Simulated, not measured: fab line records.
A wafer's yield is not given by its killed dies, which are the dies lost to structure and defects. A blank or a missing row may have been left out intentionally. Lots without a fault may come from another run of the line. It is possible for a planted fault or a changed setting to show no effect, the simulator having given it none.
fab line records	flow sky130
[record] lots = 5	wafers = 15	lastDay = 52
route steps=708 shown PAD_OPEN@694
lots that met no fault: taken from a fault-free run of the same line
startH: the number of hours between the record's first day and the start of the first shown wafer of the lot	waitH: hours from the lot's prior step to this one	" unchanged from the row above	L1.1+2: several wafers, shown together as one row	- no value, or no start was given	* or withheld: withheld	< > ~ a bound
route shown NAME@n: a module of which the file shows steps, and the number in the route of the first	usual: mean and standard deviation over wafers with no fault	same: alike in all rows	chamber/n: place in a boat	sites: each site's reading	_std_site: the standard deviation of these	_edge_site: the outer-site mean with the inner-site mean subtracted	radiusMm: for every site, how far away it sits from the centre of the wafer	mask NAME#n: copy n	behind: the last tool/chamber to shape the wafer	hold: what put the lot on hold/how long, in hours/how the hold closed	device: the n, p or np transistor that did not switch	end of line: the tests these same wafers got at the end of their route	a step without rows: its recipe alone	killed: not the wafer's yield, but the dies lost to structure and defects at the first sort	map: a wafer's dies, x killed, . not, _ none there
set.NAME: setting as actually run; set.NAME@STEP: the setting as run at that earlier step	model.NAME: the simulator's own value behind a step, which no gauge read
certain route steps with their lots: each step a table, each wafer a row
services: the hour from which a tool's chamber was out of use, counted from the record's first day as startH (under 0 if before that day), plus the number of hours and why
[[steps]]
[step SKY_PAD_OPEN_DEHYDRATE_00]
[recipe] tempC = 200	timeS = 60
[usual] resistLineTempC = 23.02/0.093
lot.wafer	tool	chamber	startH	waitH	resistLineTempC
L074.2	lithoTrack-01	0	1103.97	9.8	23.03
L074.4	"	0	"	"	23.05
L074.6	"	0	"	"	23.02
L085.1	lithoTrack-04	0	1132.57	9.2	22.88
L085.4	"	0	"	"	22.91
L085.5	"	0	"	"	23.04
L089.1	lithoTrack-01	0	1224.60	8.3	22.94
L089.2	"	0	"	"	23.06
L089.6	"	0	"	"	23.07
L092.3	lithoTrack-01	0	1225.90	8.0	23.07
L092.5	"	0	"	"	23.10
L092.6	"	0	"	"	23.02
L095.1	lithoTrack-01	0	1229.75	7.4	23.19
L095.2	"	0	"	"	23.12
L095.3	"	0	"	"	22.96
[step SKY_PAD_OPEN_HMDS_01]
[recipe] primeTimeS = 60	primeTempC = 120
[usual] resistLineTempC = 23.03/0.1
lot.wafer	tool	chamber	startH	waitH	resistLineTempC
L074.2	lithoTrack-01	0	1104.12	0.1	23.10
L074.4	"	0	"	"	23.10
L074.6	"	0	"	"	23.20
L085.1	lithoTrack-04	0	1132.72	0.1	22.92
L085.4	"	0	"	"	22.90
L085.5	"	0	"	"	22.98
L089.1	lithoTrack-01	0	1224.75	0.1	23.00
L089.2	"	0	"	"	22.97
L089.6	"	0	"	"	23.13
L092.3	lithoTrack-01	0	1226.05	0.1	23.10
L092.5	"	0	"	"	23.25
L092.6	"	0	"	"	23.12
L095.1	lithoTrack-01	0	1229.90	0.1	23.10
L095.2	"	0	"	"	23.05
L095.3	"	0	"	"	23.16
[step SKY_PAD_OPEN_COAT_02]
[recipe] spinRpm = 2000	resistThkNm = 3000
[usual] resistLineTempC = 23.00/0.11
lot.wafer	tool	chamber	startH	waitH	resistLineTempC
L074.2	lithoTrack-01	0	1104.27	0.1	23.21
L074.4	"	0	"	"	23.17
L074.6	"	0	"	"	23.13
L085.1	lithoTrack-04	0	1132.87	0.1	23.02
L085.4	"	0	"	"	22.97
L085.5	"	0	"	"	22.97
L089.1	lithoTrack-01	0	1224.90	0.1	23.00
L089.2	"	0	"	"	23.20
L089.6	"	0	"	"	22.92
L092.3	lithoTrack-01	0	1226.20	0.1	23.03
L092.5	"	0	"	"	23.00
L092.6	"	0	"	"	22.85
L095.1	lithoTrack-01	0	1230.05	0.1	23.06
L095.2	"	0	"	"	22.90
L095.3	"	0	"	"	22.98
[step SKY_PAD_OPEN_SOFTBAKE_03]
[recipe] tempC = 110	timeS = withheld
[usual] resistLineTempC = 22.99/0.11
lot.wafer	tool	chamber	startH	waitH	resistLineTempC
L074.2	lithoTrack-01	0	1104.43	0.1	22.93
L074.4	"	0	"	"	22.87
L074.6	"	0	"	"	22.89
L085.1	lithoTrack-04	0	1133.02	0.1	23.05
L085.4	"	0	"	"	22.91
L085.5	"	0	"	"	22.90
L089.1	lithoTrack-01	0	1225.05	0.1	23.06
L089.2	"	0	"	"	22.99
L089.6	"	0	"	"	22.94
L092.3	lithoTrack-01	0	1226.36	0.1	23.06
L092.5	"	0	"	"	22.82
L092.6	"	0	"	"	23.08
L095.1	lithoTrack-01	0	1230.20	0.1	22.87
L095.2	"	0	"	"	23.16
L095.3	"	0	"	"	22.97
[step SKY_PAD_OPEN_EXPOSE_04]
[recipe] maskId = PDM	targetCdNm = 60000	na = 0.57	doseMj = 260
lot.wafer	tool	chamber	startH	waitH	mask
L074.2+4+6	ilineStepper-01	0	-	-	PDM#0
L085.1+4+5	ilineStepper-01	0	-	-	PDM#0
L089.1+2+6	ilineStepper-02	0	-	-	PDM#0
L092.3+5+6	ilineStepper-02	0	-	-	PDM#0
L095.1+2+3	ilineStepper-01	0	-	-	PDM#0
[step SKY_PAD_OPEN_PEB_05]
[recipe] tempC = 115	timeS = withheld
[usual] resistLineTempC = 23.03/0.1
lot.wafer	tool	chamber	startH	waitH	resistLineTempC
L074.2	lithoTrack-04	0	-	-	23.08
L074.4	"	0	"	"	23.18
L074.6	"	0	"	"	23.15
L085.1	lithoTrack-04	0	-	-	23.11
L085.4	"	0	"	"	23.17
L085.5	"	0	"	"	23.09
L089.1	lithoTrack-01	0	-	-	22.99
L089.2	"	0	"	"	22.98
L089.6	"	0	"	"	23.03
L092.3	lithoTrack-03	0	-	-	23.12
L092.5	"	0	"	"	22.87
L092.6	"	0	"	"	22.98
L095.1	lithoTrack-01	0	-	-	23.21
L095.2	"	0	"	"	23.04
L095.3	"	0	"	"	22.97
[step SKY_PAD_OPEN_DEVELOP_06]
[recipe] developTimeS = 60	devTempC = 23
[usual] resistLineTempC = 23.00/0.099
lot.wafer	tool	chamber	startH	waitH	resistLineTempC
L074.2	lithoTrack-04	0	-	-	23.11
L074.4	"	0	"	"	22.93
L074.6	"	0	"	"	23.00
L085.1	lithoTrack-04	0	-	-	23.13
L085.4	"	0	"	"	22.89
L085.5	"	0	"	"	23.16
L089.1	lithoTrack-01	0	-	-	23.01
L089.2	"	0	"	"	23.10
L089.6	"	0	"	"	22.99
L092.3	lithoTrack-03	0	-	-	22.86
L092.5	"	0	"	"	22.83
L092.6	"	0	"	"	23.03
L095.1	lithoTrack-01	0	-	-	23.01
L095.2	"	0	"	"	23.04
L095.3	"	0	"	"	23.02
[step SKY_PAD_OPEN_ETCH_07]
[recipe] chemistry = CF4/O2	targetDepthNm = 725	stopOn = AlCu	sourceW = 800	biasW = 150	pressureMtorr = 150	cf4FlowSccm = 80	O2_flow_sccm = 10	timeS = 161.1
[usual] biasW = 150.0/0.46	drypumpMotorCurrentA = 5.8/0.61	oesProductAu = 0.979/0.0077	throttleValvePct = 5.965/0.0091
lot.wafer	tool	chamber	startH	waitH	biasW	drypumpMotorCurrentA	oesProductAu	rfHoursCounterH	throttleValvePct
L074.2	rieDiel-01	1	1115.62	-	149.5	5.8	0.975	1	5.953
L074.4	"	2	"	"	150.1	5.5	0.973	26	5.987
L074.6	"	3	"	"	149.4	5.0	0.983	-	5.950
L085.1	rieDiel-03	2	1143.17	-	149.9	4.9	0.965	18	5.963
L085.4	"	1	"	"	151.0	6.5	0.979	23	5.967
L085.5	"	2	"	"	150.2	4.9	0.981	-	5.968
L089.1	rieDiel-01	2	1233.50	-	150.4	5.4	0.973	31	5.963
L089.2	"	3	"	"	149.4	5.0	0.970	22	5.958
L089.6	"	1	"	"	149.9	5.8	0.982	-	5.956
L092.3	rieDiel-03	2	1235.07	-	150.6	4.9	0.972	22	5.955
L092.5	"	1	"	"	150.2	6.4	0.985	-	5.957
L092.6	"	0	"	"	150.4	5.3	0.973	-	5.965
L095.1	rieDiel-03	0	1239.10	-	150.4	5.3	0.973	13	5.970
L095.2	"	3	"	"	150.0	6.3	0.976	5	5.971
L095.3	"	1	"	"	149.3	6.4	0.980	27	5.959
[step SKY_PAD_OPEN_STRIP_08]
[recipe] chemistry = O2/N2	powerW = 1400	pressureMtorr = 1500	platenTempC = withheld	overashFraction = 0.7	o2FlowSccm = 3000	n2FlowSccm = 300
[usual] drypumpMotorCurrentA = 5.69/0.24	oesProductAu = 0.663/0.0046
lot.wafer	tool	chamber	startH	waitH	drypumpMotorCurrentA	oesProductAu	rfHoursCounterH
L074.2	plasmaAsher-03	1	1115.73	0.1	5.16	0.669	5
L074.4	"	0	"	"	5.42	0.665	-
L074.6	"	1	"	"	5.14	0.654	-
L085.1	plasmaAsher-01	1	1143.28	0.1	5.74	0.661	72
L085.4	"	1	"	"	5.73	0.657	-
L085.5	"	0	"	"	5.94	0.669	-
L089.1	plasmaAsher-01	1	1233.60	0.1	5.76	0.663	79
L089.2	"	0	"	"	5.92	0.655	79
L089.6	"	1	"	"	5.74	0.665	-
L092.3	plasmaAsher-01	1	1235.21	0.1	5.76	0.666	-
L092.5	"	1	"	"	5.77	0.657	-
L092.6	"	0	"	"	5.93	0.663	-
L095.1	plasmaAsher-01	1	1239.20	0.1	5.77	0.662	80
L095.2	"	0	"	"	5.92	0.660	80
L095.3	"	1	"	"	5.75	0.656	-
[step SKY_PAD_OPEN_STRIP_09]
[recipe] chemistry = postEtchResidueRemover	timeS = 1200	tempC = 72.5
lot.wafer	tool	chamber	startH	waitH
L074.2+4+6	wetBench-01	1	1115.83	0.1
L085.1+4+5	wetBench-01	1	1143.48	0.2
L089.1+2+6	wetBench-04	1	1233.70	0.1
L092.3+5+6	wetBench-03	2	1235.28	0.0
L095.1+2+3	wetBench-04	1	1239.30	0.1
[step SKY_PAD_OPEN_CLEAN_10]
[recipe] chemistry = IPA	timeS = 180	tempC = 25
lot.wafer	tool	chamber	startH	waitH
L074.2+4+6	wetBench-04	2	1116.17	0.0
L085.1+4+5	wetBench-01	1	1143.82	0.0
L089.1+2+6	wetBench-03	2	1234.04	0.0
L092.3+5+6	wetBench-01	0	1235.65	0.0
L095.1+2+3	wetBench-03	0	1239.64	0.0
[step SKY_PAD_OPEN_CLEAN_11]
[recipe] chemistry = O3/DIW	dry = n2Spin
lot.wafer	tool	chamber	startH	waitH
L074.2+4+6	wetBench-01	2	1116.23	0.0
L085.1+4+5	wetBench-01	3	1143.88	0.0
L089.1+2+6	wetBench-01	0	1234.11	0.0
L092.3+5+6	wetBench-04	1	1235.72	0.0
L095.1+2+3	wetBench-04	0	1239.71	0.0
[step SKY_PAD_OPEN_ANNEAL_12]
[recipe] tempC = 400	timeS = withheld	ambient = N2/H2	idleTempC = 300	rampUpCPerMin = 8	rampDownCPerMin = 4
[usual] tube_center_temp_C_max = 401.01/0.16
lot.wafer	tool	chamber	startH	waitH	tube_center_temp_C_max
L074.2	furnace-01	0	1116.32	0.0	401.25
L074.4	"	0	"	"	400.89
L074.6	"	0	"	"	401.38
L085.1	furnace-01	0	1143.97	0.0	401.00
L085.4	"	0	"	"	401.32
L085.5	"	0	"	"	400.82
L089.1	furnace-02	0	1234.21	0.0	401.08
L089.2	"	0	"	"	401.04
L089.6	"	0	"	"	401.05
L092.3	furnace-01	0	1235.81	0.0	401.18
L092.5	"	0	"	"	401.08
L092.6	"	0	"	"	401.11
L095.1	furnace-01	0	1239.81	0.0	400.87
L095.2	"	0	"	"	401.04
L095.3	"	0	"	"	401.14
[step SKY_PAD_OPEN_BOW_MEAS_13]
[recipe] mode = bow
[usual] PAD_OPEN_BOW = 47/8.5
lot.wafer	tool	chamber	startH	waitH	PAD_OPEN_BOW[um]
L074.2	filmMetro-04	-	1117.84	-	41
L074.4	"	-	"	"	39
L074.6	"	-	"	"	55
L085.1	filmMetro-01	-	1145.47	-	43
L085.4	"	-	"	"	50
L085.5	"	-	"	"	49
L089.1	filmMetro-04	-	1235.71	-	45
L089.2	"	-	"	"	49
L089.6	"	-	"	"	40
L092.3	filmMetro-01	-	1237.35	-	49
L092.5	"	-	"	"	47
L092.6	"	-	"	"	48
L095.1	filmMetro-03	-	1241.31	-	29
L095.2	"	-	"	"	36
L095.3	"	-	"	"	44
[[services]]
tool	chamber	startH	hours	kind
furnace-02	-	1082.18	3.2	pm
rieDiel-01	2	1104.72	2.4	repair
wetBench-03	-	1111.28	3.2	repair
ilineStepper-01	-	1120.19	1.7	pm
wetBench-01	-	1132.00	1.9	pm
furnace-01	-	1135.70	2.7	pm
wetBench-01	-	1141.74	1.7	repair
plasmaAsher-01	-	1148.60	16.6	repair
furnace-01	-	1152.74	4.0	pm
lithoTrack-04	-	1172.48	-	consumableReplace:filter
furnace-02	-	1191.60	3.0	pm
furnace-02	-	1196.97	18.2	repair
rieDiel-03	1	1198.78	5.1	repair
rieDiel-03	-	1207.29	0.3	repair
rieDiel-01	3	1208.81	4.5	repair
wetBench-03	-	1209.97	3.0	repair
rieDiel-01	1	1213.35	1.6	repair
rieDiel-03	3	1214.48	9.0	repair
ilineStepper-01	0	1214.57	-	calibration
rieDiel-03	2	1219.54	3.0	repair
furnace-02	-	1224.63	3.6	pm
[[key]]
fault none
